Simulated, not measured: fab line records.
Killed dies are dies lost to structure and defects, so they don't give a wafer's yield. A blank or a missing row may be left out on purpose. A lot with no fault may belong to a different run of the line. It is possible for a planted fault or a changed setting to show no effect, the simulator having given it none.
Which tool is to blame? ; flow gf180mcu ; 11 lots, 33 wafers sampled, at 6 steps of a route of 602

== WHAT EACH GAUGE READ, for each wafer ==
GF_V2_THK_MEAS_01.
lot;measured;on;V2_CVD_00_THK (nm)
L557;day 20 07:54;filmMetro-02;592 592 598
L558;day 20 13:10;filmMetro-04;604 604 607
L559;day 20 17:25;filmMetro-04;606 596 593
L561;day 20 23:13;filmMetro-03;605 602 597
L560;day 21 02:55;filmMetro-03;610 610 605
L562;day 21 15:20;filmMetro-03;608 598 599
L563;day 22 00:52;filmMetro-04;594 596 604
L565;day 22 10:43;filmMetro-04;593 590 595
L566;day 23 04:38;filmMetro-03;589 593 597
L575;day 26 01:54;filmMetro-02;600 596 603
L576;day 26 06:49;filmMetro-04;595 605 593

GF_V2_RS_MEAS_24: the measuring method here is four-point-probe.
lot;measured;on;V2_W_RS (ohm/sq)
L557;day 21 09:51;filmMetro-03;0.325 0.323 0.323
L558;day 21 14:52;filmMetro-02;0.330 0.332 0.331
L559;day 21 19:19;filmMetro-04;0.329 0.334 0.328
L561;day 22 01:28;filmMetro-02;0.323 0.323 0.328
L560;day 22 05:04;filmMetro-03;0.337 0.327 0.330
L562;day 22 16:25;filmMetro-02;0.328 0.331 0.328
L563;day 23 02:01;filmMetro-02;0.325 0.329 0.329
L565;day 23 11:25;filmMetro-03;0.330 0.331 0.332
L566;day 24 05:14;filmMetro-02;0.326 0.325 0.326
L575;day 27 00:25;filmMetro-03;0.362 0.334 0.330
L576;day 27 04:41;filmMetro-04;0.357 0.361 0.327

GF_V2_THK_MEAS_25: measures by xrf.
lot;measured;on;V2_W_THK (nm)
L557;day 21 09:58;filmMetro-03;360 364 364
L558;day 21 14:59;filmMetro-02;351 347 352
L559;day 21 19:26;filmMetro-04;356 347 354
L561;day 22 01:34;filmMetro-02;356 355 350
L560;day 22 05:11;filmMetro-03;352 362 360
L562;day 22 16:31;filmMetro-02;351 349 352
L563;day 23 02:07;filmMetro-02;357 352 351
L565;day 23 11:31;filmMetro-03;352 351 350
L566;day 24 05:21;filmMetro-02;356 357 357
L575;day 27 00:32;filmMetro-03;324 353 356
L576;day 27 04:48;filmMetro-04;326 320 355

== WHICH TOOL RAN EACH LOT (tool, then ch and the chambers of the sampled wafers, then the start) ==
lot;GF_V2_ETCH_16;GF_V2_ETCH_17;GF_V2_CVD_23
L557;rieDiel-03 ch 0,2,3, day 21 08:58;rieDiel-03 ch 0,2,3, day 21 09:43 or earlier;cvdW-02 ch 0,1, day 21 09:43
L558;rieDiel-04 ch 1,2, day 21 13:55;rieDiel-04 ch 1,2, day 21 14:46 or earlier;cvdW-01 ch 0,1, day 21 14:46
L559;rieDiel-04 ch 0,1, day 21 18:06;rieDiel-04 ch 0,1, day 21 19:13 or earlier;cvdW-01 ch 0,1, day 21 19:13
L561;rieDiel-02 ch 0,3, day 22 00:34;rieDiel-02 ch 0,3, day 22 01:20 or earlier;cvdW-02 ch 0,1, day 22 01:20
L560;rieDiel-03 ch 0,1,2, day 22 03:51;rieDiel-03 ch 0,1,2, day 22 04:58 or earlier;cvdW-02 ch 0,1, day 22 04:58
L562;rieDiel-02 ch 1,2,3, day 22 15:30;rieDiel-02 ch 1,2,3, day 22 16:18 or earlier;cvdW-02 ch 0,1, day 22 16:18
L563;rieDiel-03 ch 1,2,3, day 23 01:07;rieDiel-03 ch 1,2,3, day 23 01:54 or earlier;cvdW-02 ch 0,1, day 23 01:54
L565;rieDiel-03 ch 0,2, day 23 10:27;rieDiel-03 ch 0,2, day 23 11:17 or earlier;cvdW-01 ch 0,1, day 23 11:17
L566;rieDiel-04 ch 0,1,3, day 24 04:00;rieDiel-04 ch 0,1,3, day 24 05:07 or earlier;cvdW-02 ch 0,1, day 24 05:07
L575;rieDiel-04 ch 0,1,3, day 26 23:30;rieDiel-04 ch 0,1,3, day 27 00:17 or earlier;cvdW-01 ch 0,1, day 27 00:17
L576;rieDiel-04 ch 0,2,3, day 27 03:48;rieDiel-04 ch 0,2,3, day 27 04:34 or earlier;cvdW-01 ch 0,1, day 27 04:34
- GF_V2_ETCH_16: etches BARC in N2/H2.
- GF_V2_ETCH_17: etches SiO2 in C4F8/O2/Ar, stops on TiN, target depth 630 nm.
- GF_V2_CVD_23: deposits W, target thk 350 nm, time 104.94 s.

== AS READ BY THE TOOLS THEMSELVES (means over the sampled wafers that have a number; for cases with no such wafer, the mark the record gives instead) ==
GF_V2_ETCH_16.
lot;tool;biasW (W);drypumpMotorCurrentA (A);oesProductAu (a.u.);throttleValvePct (%)
L557;rieDiel-03;99.90;5.3;0.854;13.220
L558;rieDiel-04;99.89;6.2;0.862;13.215
L559;rieDiel-04;100.10;5.7;0.854;13.224
L561;rieDiel-02;100.14;6.0;0.851;13.225
L560;rieDiel-03;100.20;5.2;0.855;13.219
L562;rieDiel-02;100.18;6.0;0.852;13.219
L563;rieDiel-03;100.07;5.3;0.859;13.236
L565;rieDiel-03;100.04;4.9;0.852;13.233
L566;rieDiel-04;100.10;5.8;0.855;13.224
L575;rieDiel-04;100.05;5.8;0.851;13.237
L576;rieDiel-04;100.09;5.9;0.851;13.233

GF_V2_ETCH_17.
lot;tool;biasW (W);oesProductAu (a.u.)
L557;rieDiel-03;1202;0.853
L558;rieDiel-04;1203;0.853
L559;rieDiel-04;1203;0.859
L561;rieDiel-02;1201;0.858
L560;rieDiel-03;1198;0.859
L562;rieDiel-02;1201;0.853
L563;rieDiel-03;1199;0.856
L565;rieDiel-03;1197;0.858
L566;rieDiel-04;1198;0.857
L575;rieDiel-04;1202;0.858
L576;rieDiel-04;1201;0.857

GF_V2_CVD_23.
lot;tool;chamberPressureTorr (Torr);heaterPowerW (W)
L557;cvdW-02;40.00;771
L558;cvdW-01;39.94;681
L559;cvdW-01;39.99;675
L561;cvdW-02;39.97;818
L560;cvdW-02;39.97;787
L562;cvdW-02;40.03;756
L563;cvdW-02;40.04;785
L565;cvdW-01;40.06;673
L566;cvdW-02;40.04;783
L575;cvdW-01;40.01;688
L576;cvdW-01;39.92;674

== THE ANSWER, worked out from the rows above alone ==
Rule: the usual values come from the lots themselves. Put in order of their means at a reading, lots are off if they are a third of the lots or fewer, leave a main group of 4 or more, and stand apart from it by a gap of 3 or more times the standard deviation of the main group's means; of several such gaps the widest counts. The tables above print the reading to a certain number of digits; a main group whose means all agree to those digits is not used. A lot without any number at a reading at which 4 lots or more have one is off too. Where the step has rows for the other lots, those lots are counted as sound. After the gauges, taken in route order, come the tools' own readings; for these a lot's mean is taken, as printed above. The first step at which some lot is off is used, and at that step the reading that is off furthest; a lot without a number counts as furthest.
Off: L575, L576, at GF_V2_RS_MEAS_24 (V2_W_RS). Mean 0.328 ohm/sq and standard deviation 0.0028 in the main group.
If a tool, at a process step before that reading, ran all the lots that are off and no sound lot after the first of them, it fits. Gauges at GF_V2_RS_MEAS_24: tried the same way as those tools. GF_V2_ETCH_17 gives no start for some lots, so the hours and the order of its lots are those of GF_V2_CVD_23. 2 tools fit, rieDiel-04 at GF_V2_ETCH_16 and GF_V2_ETCH_17 and cvdW-01 at GF_V2_CVD_23, so this cannot tell which one it is.

== WHAT THE SIMULATOR PUT IN ==
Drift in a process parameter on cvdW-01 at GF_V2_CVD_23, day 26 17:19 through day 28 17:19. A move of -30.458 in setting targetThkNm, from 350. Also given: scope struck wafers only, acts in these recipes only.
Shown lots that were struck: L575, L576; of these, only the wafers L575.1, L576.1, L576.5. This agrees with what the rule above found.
